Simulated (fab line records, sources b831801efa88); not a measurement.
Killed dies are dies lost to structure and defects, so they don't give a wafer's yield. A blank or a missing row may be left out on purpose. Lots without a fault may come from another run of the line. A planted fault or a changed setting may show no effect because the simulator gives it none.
Problem report in the 8D (eight disciplines) form, filled by code | flow gf180mcu | the parts of the form that need people (team, actions taken, sign-off) are left out

1. THE PROBLEM
MVPSD_TW at GF_MVPSD_TW_MEAS_11 reads a mean of 510 on 6 wafers of 2 lots; wafers without a fault read 552 with a standard deviation of 3.3. That is -13 standard deviations from the usual mean.
First seen on wafer L585.3, day 7 10:23, on film_metro-02. The record holds 36 wafers of 12 lots with a number at this step. Rule for "out", or "out of limits": more than 4 standard deviations from the usual mean. The other wafers with a number count as sound.

2. WHAT IT IS AND WHAT IT IS NOT
question                    | is                     | is not
which readings at this step | MVPSD_TW               | -
which lots                  | L585, L586             | L576, L577, L580, L582, L583, L590, L592, L595, L597, L598
which wafers of those lots  | all that have a number | -
read on which gauges        | film_metro-02          | film_metro-01, film_metro-04
when                        | from day 7 10:23       | up to then (15 sound wafers); but 15 sound wafers of L590, L592, L595, L597, L598 came after

3. SUSPECTS, AND WHAT RULES EACH OUT
Counting: a tool at a process step up to the reading stays a suspect if it ran every lot that is out and no sound lot after the first of them.
- the gauge at GF_MVPSD_TW_MEAS_11: ruled out. All the wafers that are out were read on film_metro-02, but those of them that GF_MVPSD_IMPLANT_08 has rows for are out there too, on other tools.
- implanter-04 at GF_MVPSD_IMPLANT_08: ruled out as a lasting fault. Sound lots L595, L597, L598 ran on it after its first lot that is out, L585 (day 7 10:01).
Left after counting: nothing in the record.

4. THE CAUSE (what the simulator had put in)
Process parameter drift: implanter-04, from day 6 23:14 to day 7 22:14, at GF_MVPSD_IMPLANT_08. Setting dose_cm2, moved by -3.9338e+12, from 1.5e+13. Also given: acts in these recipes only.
Counting ruled it out, wrongly: the rule takes a fault to strike every lot that its tool runs from its start on, and this one did not.

5. THE CHAIN OF EFFECTS, in route order
Each row: a reading whose mean over the struck wafers that have a number lies more than 3 standard deviations from the usual. Only readings for which the record gives a usual standard deviation are gone through. hours: the time from each lot's start at the first step in this table that gives one to its start at this step, as a median over the lots. sigmas: the change in usual standard deviations.
hours | step                     | reading            | usual         | on struck wafers | change      | sigmas
0     | GF_MVPSD_IMPLANT_08      | dose_ions_cm2      | 1.4998e+13    | 1.1073e+13       | -3.9252e+12 | -99 or more
0     | GF_MVPSD_IMPLANT_08      | faraday_current_uA | 84.5          | 61.8             | -22.7       | -13
0     | GF_MVPSD_TW_MEAS_11      | MVPSD_TW           | 552           | 510              | -42         | -13
69    | GF_VT_IMPLANT_RS_MEAS_49 | MVPSD_RS           | 1170.5 ohm/sq | 1359.9           | +189.4      | +70
The process steps in it:
- GF_MVPSD_IMPLANT_08
Later measuring or inspecting steps at which every struck wafer that the step has a row for has a number for every such reading, and none has moved that far: GF_VT_IMPLANT_RS_MEAS_46, GF_DUAL_GATE_OVL_MEAS_11.

6. WHAT WOULD HAVE CAUGHT IT SOONER
In this record the first reading out of limits at a measuring or inspecting step was taken at day 7 10:23, 11 hours after the fault began at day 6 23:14.
The tool's own readings at GF_MVPSD_IMPLANT_08 were out on every struck wafer that the step has a row for (dose_ions_cm2, faraday_current_uA): an alarm limit on them would have fired on the first of those.
